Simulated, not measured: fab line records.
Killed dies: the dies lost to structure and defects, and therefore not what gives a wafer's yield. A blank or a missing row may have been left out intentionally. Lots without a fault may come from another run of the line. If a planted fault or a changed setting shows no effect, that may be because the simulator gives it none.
Struck lot and sound lot, side by side || flow sky130 || 25 steps out of a route of 708
Sound: wafers L737.1, L737.4, L737.5. The struck wafers were L742.1, L742.4, L742.5. The cause comes at the end.
For every step that has rows: the tool of each side, followed by ch and its chambers, followed by its first start. Under that, the readings that differ: sound wafers || struck wafers || difference of the means || sigmas: that difference in standard deviations of wafers without a fault.
alike: a reading whose means differ by less than 2 such deviations, as well as words and numbers matching on both sides. not compared: withheld readings; readings where some wafer has no value; bounds like >300 that might hide an equal value; numbers whose values overlap and for which the record gives no deviation.
Wherever a step has rows on one side only, a row that says differs or no value, or a row with sigmas, the two part there. When numbers do not overlap yet have no deviation, they are printed without sigmas and do not part them. A reading that every wafer of one side lacks parts them only if that side has two wafers or more.

first, 2 steps without rows for these wafers: SKY_METAL4_PEB_11; SKY_METAL4_DEVELOP_12 (develop time 60 s).
SKY_METAL4_CD_MEAS_13: the cd target is 300 nm.
  sound on cd_sem-01 at day 42 12:25; struck on cd_sem-02 at day 44 01:16
  alike: cd_nm
SKY_METAL4_OVL_MEAS_14:
  sound on overlay-02 at day 42 12:32; struck on overlay-01 at day 44 01:23
  alike: METAL4_OVL
SKY_METAL4_DESCUM_15: chemistry O2, time 8 s.
  sound on rie_metal-01 ch 0,1, day 42 12:35; struck on rie_metal-04 ch 0,1, day 44 01:26
  alike: drypump_motor_current_A, oes_product_au
  not compared: rf_hours_counter_h
then, 1 step without rows for these wafers: SKY_METAL4_ETCH_16 (etches BARC in N2/H2, stops on SiO2, time 88.2 s, target depth 60 nm).
SKY_METAL4_ETCH_17: etches SiO2 in C4F8/O2/Ar, stops on TiN, time 3.9 s, target depth 15 nm.
  sound on rie_diel-01 ch 0,1,2, day 42 12:45; struck on rie_diel-04 ch 0,1,3, day 44 01:34
  alike: oes_product_au
  not compared: rf_hours_counter_h
SKY_METAL4_METAL_ETCH_18: etches the open film in Cl2/BCl3, stops on SiO2, target depth 845 nm, time 183.1 s.
  sound on rie_metal-04 ch 0, day 42 12:46; struck on rie_metal-02 ch 0,1, day 44 01:35
  alike: drypump_motor_current_A, oes_product_au, throttle_valve_pct
  not compared: rf_hours_counter_h
then, 4 steps without rows for these wafers: SKY_METAL4_STRIP_19 (strips in O2/N2); SKY_METAL4_STRIP_20 (strips in post etch residue remover, time 1200 s); SKY_METAL4_CLEAN_21 (cleans in IPA, time 180 s); SKY_METAL4_CLEAN_22 (cleans in O3/DIW).
SKY_VIA4_HDPCVD_00: deposits SiO2, target thk 1750 nm, time 291.7 s.
  sound on hdpcvd-02 ch 0,2, day 42 13:43; struck on hdpcvd-02 ch 0,1,2, day 44 02:21
  no value came back on the struck wafers for pressure_mtorr (mTorr), run_length_s (s); on the sound wafers pressure_mtorr (mTorr) reads 6.011 6.003 5.992
SKY_VIA4_CMP_02: polishes SiO2.
  sound on cmp-02 ch 0,2,3, day 42 14:01; struck on cmp-01 ch 1,3, day 44 02:38
  alike: motor_current_A, slurry_flow_ml_min
SKY_VIA4_BOW_MEAS_03:
  sound on film_metro-03 at day 42 14:16; struck on film_metro-02 at day 44 02:53
  alike: VIA4_BOW
then, 7 steps without rows for these wafers: SKY_VIA4_DEHYDRATE_04 (time 60 s); SKY_VIA4_HMDS_05 (prime time 60 s); SKY_VIA4_COAT_06 (resist thk 1140 nm); SKY_VIA4_SOFTBAKE_07 (time 60 s); SKY_VIA4_EXPOSE_08 (exposes mask VIM4, target cd 800 nm); SKY_VIA4_PEB_09; SKY_VIA4_DEVELOP_10 (develop time 60 s).
SKY_VIA4_OVL_MEAS_11:
  sound on overlay-01 at day 43 14:10; struck on overlay-01 at day 45 01:16
  alike: VIA4_OVL
SKY_VIA4_ETCH_12: etches SiO2 in C4F8/O2/Ar, stops on TiN, target depth 580 nm.
  sound on rie_diel-01 ch 0,3, day 43 14:12; struck on rie_diel-02 ch 1,2,3, day 45 01:19
{"reading": "oes_product_au (a.u.)", "sound": "0.932 0.922 0.932", "struck": "0.372 0.370 0.377", "difference": -0.556, "sigmas": "-99 or more"}
{"reading": "model.etch.depth_nm (nm)", "sound": "581.7 581.9 581.4", "struck": "0 0 0", "difference": -582, "sigmas": ""}
SKY_VIA4_STRIP_13: strips in O2/N2.
  sound on plasma_asher-02 ch 0,1, day 43 14:17; struck on plasma_asher-04 ch 0,1, day 45 01:23
  alike: drypump_motor_current_A, oes_product_au, strip_time_to_endpoint_s
  not compared: rf_hours_counter_h

## WHERE THEY PART
At SKY_VIA4_HDPCVD_00 first; at SKY_VIA4_ETCH_12 last (within this record only). Later steps at which nothing parts them and some readings are alike: SKY_VIA4_STRIP_13.

WHY: what had been put in by the simulator
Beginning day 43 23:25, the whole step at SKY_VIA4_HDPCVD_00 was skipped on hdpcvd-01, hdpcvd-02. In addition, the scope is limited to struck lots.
